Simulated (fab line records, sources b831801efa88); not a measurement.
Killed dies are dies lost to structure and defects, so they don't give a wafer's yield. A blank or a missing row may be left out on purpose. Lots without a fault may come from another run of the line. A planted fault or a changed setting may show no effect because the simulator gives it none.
Which tool did it? | flow gf180mcu | 13 lots, 39 wafers sampled, at 5 steps of a route of 602

WHAT THE GAUGES READ, wafer by wafer
GF_M4_CD_MEAS_14: target cd 280 nm. Usual: cd_nm 280.0 nm, standard deviation 1.3.
lot  | measured     | on        | cd_nm (nm)        | flag
L607 | day 23 08:07 | cd_sem-02 | 281.3 279.7 280.7 |
L608 | day 23 15:19 | cd_sem-01 | 279.7 280.9 279.3 |
L618 | day 27 07:40 | cd_sem-02 | 279.8 279.9 280.6 |
L620 | day 27 21:22 | cd_sem-02 | 279.2 280.1 279.4 |
L621 | day 28 04:50 | cd_sem-01 | 282.9 281.8 282.0 |
L622 | day 28 08:38 | cd_sem-02 | 283.4 283.0 281.8 |
L623 | day 28 14:28 | cd_sem-01 | 279.2 279.0 278.6 |
L624 | day 29 00:36 | cd_sem-01 | 278.2 277.7 278.7 |
L625 | day 29 08:41 | cd_sem-01 | 280.4 280.4 281.5 |
L627 | day 29 21:02 | cd_sem-02 | 280.8 281.4 280.8 |
L628 | day 29 21:22 | cd_sem-02 | 279.6 278.8 278.7 |
L629 | day 30 03:10 | cd_sem-01 | 279.9 280.4 280.5 |
L630 | day 30 13:17 | cd_sem-02 | 282.0 280.6 280.7 |

GF_V4_THK_MEAS_01. Usual: V4_CVD_00_THK 600 nm, standard deviation 6.7.
lot  | measured     | on            | V4_CVD_00_THK (nm)            | flag
L607 | day 23 09:08 | film_metro-01 | 600 600 600                   |
L608 | day 23 16:29 | film_metro-04 | 1199 1211 1210 1200 1212 1209 | OFF
L618 | day 27 08:49 | film_metro-01 | 1179 1183 1202 1178 1184 1201 | OFF
L620 | day 27 22:15 | film_metro-03 | 587 593 588                   |
L621 | day 28 05:42 | film_metro-03 | 592 597 602                   |
L622 | day 28 09:35 | film_metro-03 | 608 605 605                   |
L623 | day 28 15:23 | film_metro-04 | 607 606 608                   |
L624 | day 29 01:31 | film_metro-03 | 600 606 593                   |
L625 | day 29 09:34 | film_metro-01 | 603 601 603                   |
L627 | day 29 22:03 | film_metro-03 | 605 605 603                   |
L628 | day 29 22:16 | film_metro-03 | 606 604 599                   |
L629 | day 30 04:04 | film_metro-03 | 606 594 598                   |
L630 | day 30 14:11 | film_metro-01 | 597 595 596                   |

WHICH TOOL RAN EACH LOT (tool, then ch and the chambers of the sampled wafers, then the start)
lot  | GF_V3_ETCH_16                      | GF_M4_SPUTTER_02             | GF_V4_CVD_00
L607 | rie_diel-04 ch 1,2,3, day 22 07:37 | pvd_sputter-02, day 22 09:12 | hdpcvd-01 ch 0,1,2, day 23 09:04
L608 | rie_diel-04 ch 0,1,3, day 22 14:37 | pvd_sputter-01, day 22 16:27 | hdpcvd-02 ch 0,1, day 23 16:08
L618 | rie_diel-02 ch 1,2,3, day 26 09:49 | pvd_sputter-01, day 26 11:19 | hdpcvd-01 ch 0,2, day 27 08:31
L620 | rie_diel-02 ch 1,2,3, day 26 23:55 | pvd_sputter-02, day 27 01:26 | hdpcvd-01 ch 0,1, day 27 22:11
L621 | rie_diel-04 ch 0,1,2, day 27 07:13 | pvd_sputter-02, day 27 08:44 | hdpcvd-01 ch 0,1,2, day 28 05:38
L622 | rie_diel-03 ch 0,1,2, day 27 11:19 | pvd_sputter-02, day 27 12:50 | hdpcvd-01 ch 1,2, day 28 09:30
L623 | rie_diel-04 ch 0,1,3, day 27 17:16 | pvd_sputter-01, day 27 18:47 | hdpcvd-01 ch 1,2, day 28 15:19
L624 | rie_diel-02 ch 0,2,3, day 28 03:55 | pvd_sputter-01, day 28 05:25 | hdpcvd-01 ch 0,1,2, day 29 01:25
L625 | rie_diel-03 ch 0,3, day 28 12:01   | pvd_sputter-01, day 28 13:41 | hdpcvd-01 ch 0,1,2, day 29 09:29
L627 | rie_diel-02 ch 1,2,3, day 29 00:46 | pvd_sputter-03, day 29 02:25 | hdpcvd-02 ch 0,2, day 29 21:58
L628 | rie_diel-03 ch 0,1,2, day 29 01:07 | pvd_sputter-01, day 29 02:43 | hdpcvd-01 ch 0,1,2, day 29 22:11
L629 | rie_diel-02 ch 1,2,3, day 29 07:16 | pvd_sputter-03, day 29 08:44 | hdpcvd-01 ch 0,1,2, day 30 03:59
L630 | rie_diel-04 ch 1,2,3, day 29 17:25 | pvd_sputter-01, day 29 18:53 | hdpcvd-02 ch 0,2, day 30 14:05
- GF_V3_ETCH_16: etches BARC in N2/H2.
- GF_M4_SPUTTER_02: material AlCu, target thk 450 nm, time 23.9 s.
- GF_V4_CVD_00: deposits SiO2, target thk 600 nm, time 100 s.

WHAT THE TOOLS THEMSELVES READ (means of the sampled wafers that have a number; where no wafer has one, the mark that the record gives instead)
GF_V3_ETCH_16. Usual: drypump_motor_current_A 5.8 A, standard deviation 0.42; h2_flow_sccm 200.1 sccm, standard deviation 0.67; n2_flow_sccm 100.0 sccm, standard deviation 0.32; oes_product_au 0.855 a.u., standard deviation 0.0046; throttle_valve_pct 13.224 %, standard deviation 0.0077.
lot  | tool        | drypump_motor_current_A (A) | h2_flow_sccm (sccm) | n2_flow_sccm (sccm) | oes_product_au (a.u.) | throttle_valve_pct (%) | flag
L607 | rie_diel-04 | 5.9                         | 200.0               | 100.0               | 0.857                 | 13.224                 |
L608 | rie_diel-04 | 5.5                         | 199.9               | 100.0               | 0.857                 | 13.223                 |
L618 | rie_diel-02 | 5.8                         | 200.7               | 99.9                | 0.851                 | 13.221                 |
L620 | rie_diel-02 | 5.8                         | 201.0               | 100.0               | 0.857                 | 13.219                 |
L621 | rie_diel-04 | 5.8                         | 200.0               | 100.0               | 0.855                 | 13.230                 |
L622 | rie_diel-03 | 5.5                         | 199.7               | 99.7                | 0.857                 | 13.215                 |
L623 | rie_diel-04 | 5.5                         | 200.2               | 100.1               | 0.854                 | 13.219                 |
L624 | rie_diel-02 | 5.8                         | 199.8               | 100.1               | 0.856                 | 13.230                 |
L625 | rie_diel-03 | 5.9                         | 200.1               | 100.3               | 0.859                 | 13.223                 |
L627 | rie_diel-02 | 5.7                         | 199.9               | 99.9                | 0.860                 | 13.224                 |
L628 | rie_diel-03 | 5.5                         | 200.3               | 100.2               | 0.849                 | 13.226                 |
L629 | rie_diel-02 | 5.7                         | 199.5               | 99.9                | 0.857                 | 13.228                 |
L630 | rie_diel-04 | 5.9                         | 200.7               | 100.0               | 0.853                 | 13.222                 |

GF_M4_SPUTTER_02. Usual: chamber_pressure_pa 0.3999 Pa, standard deviation 0.00073; throttle_valve_pct 29.7 %, standard deviation 0.75.
lot  | tool           | chamber_pressure_pa (Pa) | throttle_valve_pct (%) | flag
L607 | pvd_sputter-02 | 0.4001                   | 29.7                   |
L608 | pvd_sputter-01 | 0.4002                   | 29.9                   |
L618 | pvd_sputter-01 | 0.3991                   | 30.3                   |
L620 | pvd_sputter-02 | 0.3997                   | 29.9                   |
L621 | pvd_sputter-02 | 0.3996                   | 29.9                   |
L622 | pvd_sputter-02 | 0.4001                   | 29.9                   |
L623 | pvd_sputter-01 | 0.4000                   | 29.1                   |
L624 | pvd_sputter-01 | 0.3999                   | 30.3                   |
L625 | pvd_sputter-01 | 0.3998                   | 29.7                   |
L627 | pvd_sputter-03 | 0.3990                   | 29.6                   |
L628 | pvd_sputter-01 | 0.3997                   | 29.5                   |
L629 | pvd_sputter-03 | 0.3995                   | 29.9                   |
L630 | pvd_sputter-01 | 0.3997                   | 30.0                   |

THE ANSWER, worked out from the rows above alone
Rule: a lot is off if the mean of its wafers that have a number lies more than 3 standard deviations from the usual mean. A lot without any number at a reading at which 4 lots or more have one is off too. The other lots that the step has rows for count as sound. The gauges are gone through in route order, then the tools' own readings, and for those a lot's mean is taken as printed above. The first step at which some lot is off is used, and at that step the reading that is off furthest; a lot without a number counts as furthest.
Off: L608, L618, at GF_V4_THK_MEAS_01 (V4_CVD_00_THK).
A tool fits if, at a process step before that reading, it ran every lot that is off, and no sound lot after the first of them. The gauges at GF_V4_THK_MEAS_01 are tried like those tools. None of those tried fits.

WHAT THE SIMULATOR HAD PUT IN
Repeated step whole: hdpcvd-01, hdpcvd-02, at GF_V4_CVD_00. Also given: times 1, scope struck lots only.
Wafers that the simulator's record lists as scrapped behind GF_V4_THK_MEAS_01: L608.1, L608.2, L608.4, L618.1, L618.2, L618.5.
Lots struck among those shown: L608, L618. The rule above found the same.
